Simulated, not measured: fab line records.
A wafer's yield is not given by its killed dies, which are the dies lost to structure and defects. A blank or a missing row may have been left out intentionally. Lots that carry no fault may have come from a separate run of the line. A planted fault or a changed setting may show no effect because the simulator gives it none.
Problem report, 8D (eight disciplines) form, completed by code	flow sky130	the parts of the form that need people (team, actions taken, sign-off) are left out

## 1. THE PROBLEM
oes product au at SKY_METAL3_METAL_ETCH_18 reads a mean of 0.997 a.u. on 4 wafers of 2 lots; wafers without a fault read 0.868 a.u. with a standard deviation of 0.0057. That is +23 standard deviations from the usual mean.
The step: etches the open film in Cl2/BCl3, stops on SiO2, target depth 845 nm, time 183.1 s.
The first sign was on wafer L937.4 at day 43 02:00, on rie metal-03. Wafers with a number at this step in the record: 42, from 14 lots. Rule for "out", or "out of limits": more than 4 standard deviations from the usual mean. The rest of the wafers with a number are treated as sound.

## 2. WHAT IT IS; WHAT IT IS NOT
question	is	is not
which readings at this step	oes product au	drypump motor current A, throttle valve pct
which lots	L937, L938	L923, L924, L925, L926, L927, L928, L929, L930, L931, L942, L944, L945
which wafers of those lots	L937.4, L937.6, L938.4, L938.6	L937.2, L938.3
read on which tools	rie metal-03, rie metal-04	rie metal-01
when	from day 43 02:00	up to then (28 sound wafers); but 10 sound wafers of L938, L942, L944, L945 came after

## 3. SUSPECTS, AND WHAT RULES EACH OUT
Counting: any tool at a process step up to the reading remains a suspect provided it ran every lot that is out. Sound lots after the first of them don't rule it out here, since some wafers of a struck lot are sound.
- pvd sputter-03 at SKY_METAL3_SPUTTER_02 (material AlCu, target thk 735 nm, time 39.1 s): kept. It ran every lot that is out, first L937 (day 41 00:58); its last sound lot up to then is L929 (day 38 14:02).
After counting, what remains is pvd sputter-03 at SKY_METAL3_SPUTTER_02.

## 4. THE CAUSE (what the simulator had put in)
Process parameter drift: pvd sputter-03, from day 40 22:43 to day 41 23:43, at SKY_METAL3_SPUTTER_02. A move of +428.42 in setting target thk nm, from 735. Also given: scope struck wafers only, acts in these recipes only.
This tool alone remained once counting was done.

## 5. SEQUENCE OF EFFECTS, ordered by route
Rows list readings where the struck wafers' mean (over those with a number) sits beyond 3 standard deviations from the usual. Only readings for which the record gives a usual standard deviation are gone through. hours: the time from each lot's start at the first step in this table that gives one to its start at this step, as a median over the lots. sigmas: the change in usual standard deviations.
hours	step	reading	usual	on struck wafers	change	sigmas
0	SKY_METAL3_METAL_ETCH_18	oes product au	0.868 a.u.	0.997	+0.129	+23
154	SKY_PAD_OPEN_PROBE_99	defect limited yield	82.2 %	0.0	-82.2	-43
154	SKY_PAD_OPEN_PROBE_99	killed_at_M0_to_M3	45	448	+403	+55
154	SKY_PAD_OPEN_PROBE_99	killed dies	88	492	+404	+43
154	SKY_PAD_OPEN_PROBE_99	killed on rim	17	96	+79	+18
154	SKY_PAD_OPEN_PROBE_99	sort_bin_5_function	10.5 %	92.5	+82.0	+55
154	SKY_PAD_OPEN_PROBE_99	sort n pass	404	0	-404	-43
154	SKY_PAD_OPEN_PROBE_99	sort yield pct	82.2 %	0.0	-82.2	-43
Here are the process steps it includes:
- SKY_METAL3_METAL_ETCH_18: etches the open film in Cl2/BCl3, stops on SiO2, target depth 845 nm, time 183.1 s.
- SKY_PAD_OPEN_PROBE_99

## 6. HOW IT WOULD HAVE BEEN CAUGHT EARLIER
In this record no reading fell out of limits until day 43 02:00, 51 hours after the fault had begun at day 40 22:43.
Tool readings at SKY_METAL3_SPUTTER_02 with a usual standard deviation given in the record: none out on any struck wafer, hence no alarm at a limit of 4 standard deviations on them.
All the lots that are out (2) had begun SKY_METAL3_SPUTTER_02 on pvd sputter-03 by day 43 02:00. Holding the tool at that point would not have protected any of them.
